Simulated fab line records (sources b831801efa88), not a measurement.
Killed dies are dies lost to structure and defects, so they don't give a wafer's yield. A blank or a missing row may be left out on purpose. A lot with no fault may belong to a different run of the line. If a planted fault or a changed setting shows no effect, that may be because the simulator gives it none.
Which tool was responsible? + flow gf180mcu + 14 lots, 42 wafers sampled, at 4 steps of a route of 602

WHAT THE GAUGES READ, wafer by wafer
GF_VT_IMPLANT_TW_MEAS_32. Usual: VT_IMPLANT_3_TW typically reads 268.1, with standard deviation 1.5.
| lot  | measured     | on            | VT_IMPLANT_3_TW   | flag |
|------|--------------|---------------|-------------------|------|
| L331 | day 6 22:31  | film-metro-04 | 265.6 267.9 268.9 |      |
| L332 | day 7 03:19  | film-metro-04 | 264.8 265.8 265.3 |      |
| L335 | day 8 00:38  | film-metro-04 | 267.6 268.9 266.7 |      |
| L336 | day 8 08:22  | film-metro-03 | 269.7 270.5 272.8 |      |
| L337 | day 8 13:08  | film-metro-02 | 269.3 266.6 267.6 |      |
| L339 | day 9 02:47  | film-metro-02 | 269.9 269.8 269.3 |      |
| L342 | day 9 22:48  | film-metro-04 | 267.3 266.3 267.4 |      |
| L344 | day 10 07:08 | film-metro-02 | 266.2 266.9 267.6 |      |
| L347 | day 11 03:21 | film-metro-04 | 267.1 267.6 266.6 |      |
| L349 | day 11 20:36 | film-metro-02 | 267.2 266.8 266.1 |      |
| L350 | day 12 03:08 | film-metro-03 | 268.3 268.8 267.9 |      |
| L351 | day 12 09:21 | film-metro-04 | 270.3 268.2 267.9 |      |
| L352 | day 12 16:45 | film-metro-04 | 269.2 268.9 269.0 |      |
| L353 | day 12 20:34 | film-metro-02 | 267.7 268.6 267.2 |      |

GF_POLY_GATE_OVL_MEAS_11. Usual: POLY_GATE_OVL typically reads 1 nm, with standard deviation 7.7.
| lot  | measured     | on         | POLY_GATE_OVL (nm) | flag |
|------|--------------|------------|--------------------|------|
| L331 | day 9 04:41  | overlay-01 | 12 -2 3            |      |
| L332 | day 9 10:23  | overlay-01 | 7 -7 -6            |      |
| L335 | day 10 09:29 | overlay-01 | 16 12 13           |      |
| L336 | day 10 18:05 | overlay-02 | -4 -3 -6           |      |
| L337 | day 11 00:41 | overlay-01 | 12 0 7             |      |
| L339 | day 11 13:46 | overlay-01 | -2 14 7            |      |
| L342 | day 12 11:55 | overlay-01 | 8 7 -1             |      |
| L344 | day 13 01:35 | overlay-02 | -12 -10 -7         |      |
| L347 | day 13 19:43 | overlay-01 | 9 3 7              |      |
| L349 | day 14 16:10 | overlay-02 | -4 -3 -9           |      |
| L350 | day 14 21:13 | overlay-01 | 7 -10 -6           |      |
| L351 | day 15 04:50 | overlay-01 | -5 8 8             |      |
| L352 | day 15 13:10 | overlay-01 | 4 -2 5             |      |
| L353 | day 15 17:20 | overlay-02 | -1 3 -1            |      |

GF_HV_LDD_CD_MEAS_31: target cd 400 nm. Usual: cd-nm reads 404.2 nm (standard deviation 2.6).
| lot  | measured     | on        | cd-nm (nm)        | flag |
|------|--------------|-----------|-------------------|------|
| L331 | day 11 11:27 | cd-sem-01 | 403.6 403.0 401.2 |      |
| L332 | day 11 18:33 | cd-sem-02 | 404.3 404.9 404.3 |      |
| L335 | day 12 21:28 | cd-sem-01 | 404.1 405.7 404.8 |      |
| L336 | day 13 07:59 | cd-sem-02 | 408.4 404.0 405.7 |      |
| L337 | day 13 17:09 | cd-sem-01 | 406.2 404.4 406.1 |      |
| L339 | day 14 03:21 | cd-sem-01 | 402.2 402.0 404.5 |      |
| L342 | day 15 04:54 | cd-sem-02 | 404.1 400.7 401.1 |      |
| L344 | day 15 18:21 | cd-sem-02 | 404.4 406.3 404.4 |      |
| L347 | day 16 15:53 | cd-sem-01 | 400.9 401.6 402.6 |      |
| L349 | day 17 13:18 | cd-sem-01 | 408.4 407.9 410.3 |      |
| L350 | day 17 17:03 | cd-sem-02 | 402.2 400.1 402.1 |      |
| L351 | day 18 01:18 | cd-sem-01 | 409.5 408.4 406.0 |      |
| L352 | day 18 08:42 | cd-sem-01 | 402.2 403.9 399.3 |      |
| L353 | day 18 14:07 | cd-sem-01 | 404.1 403.9 406.3 |      |

WHAT TOOL EACH LOT RAN ON (gives the tool, then ch and the chambers of the sampled wafers, and finally the start)
| lot  | GF_HV_LDD_IMPLANT_09            |
|------|---------------------------------|
| L331 | implanter-04 ch 0, day 9 23:25  |
| L332 | implanter-03 ch 0, day 10 05:25 |
| L335 | implanter-03 ch 0, day 11 05:59 |
| L336 | implanter-04 ch 0, day 11 15:25 |
| L337 | implanter-04 ch 0, day 12 00:12 |
| L339 | implanter-04 ch 0, day 12 11:16 |
| L342 | implanter-04 ch 0, day 13 10:21 |
| L344 | implanter-02 ch 0, day 13 23:14 |
| L347 | implanter-03 ch 0, day 14 19:10 |
| L349 | implanter-02 ch 0, day 15 16:28 |
| L350 | implanter-02 ch 0, day 15 20:42 |
| L351 | implanter-04 ch 0, day 16 04:40 |
| L352 | implanter-04 ch 0, day 16 11:54 |
| L353 | implanter-03 ch 0, day 16 17:38 |
- GF_HV_LDD_IMPLANT_09

WHAT THE TOOLS THEMSELVES READ (means of the sampled wafers that have a number; where no wafer has one, the mark that the record gives instead)
GF_HV_LDD_IMPLANT_09. Usual: beam-energy-keV 40.000, standard deviation 0.011; faraday-current-uA 564, standard deviation 11.
| lot  | tool         | beam-energy-keV | faraday-current-uA | flag |
|------|--------------|-----------------|--------------------|------|
| L331 | implanter-04 | 39.995          | 563                |      |
| L332 | implanter-03 | 39.995          | 569                |      |
| L335 | implanter-03 | 40.003          | 565                |      |
| L336 | implanter-04 | 39.997          | 563                |      |
| L337 | implanter-04 | 40.005          | 566                |      |
| L339 | implanter-04 | 38.594          | 569                | OFF  |
| L342 | implanter-04 | 38.584          | 568                | OFF  |
| L344 | implanter-02 | 40.000          | 551                |      |
| L347 | implanter-03 | 40.001          | 559                |      |
| L349 | implanter-02 | 39.992          | 562                |      |
| L350 | implanter-02 | 39.995          | 570                |      |
| L351 | implanter-04 | 40.002          | 572                |      |
| L352 | implanter-04 | 39.999          | 558                |      |
| L353 | implanter-03 | 40.008          | 563                |      |

THE ANSWER, worked out from the rows above alone
Rule: lot off if the mean of its wafers having a number is beyond 3 standard deviations from the usual mean. Also off: a lot with no number at a reading for which 4 or more lots have one. All remaining lots with rows at the step are treated as sound. The gauges are gone through in route order, then the tools' own readings, and for those a lot's mean is taken as printed above. The first step at which some lot is off is used, and at that step the reading that is off furthest; a lot without a number counts as furthest.
Off at GF_HV_LDD_IMPLANT_09 (beam-energy-keV): L339, L342.
A tool fits if, at that step or a process step before it, it ran every lot that is off, and no sound lot after the first of them. None of those tried fits.

WHAT THE SIMULATOR PUT IN
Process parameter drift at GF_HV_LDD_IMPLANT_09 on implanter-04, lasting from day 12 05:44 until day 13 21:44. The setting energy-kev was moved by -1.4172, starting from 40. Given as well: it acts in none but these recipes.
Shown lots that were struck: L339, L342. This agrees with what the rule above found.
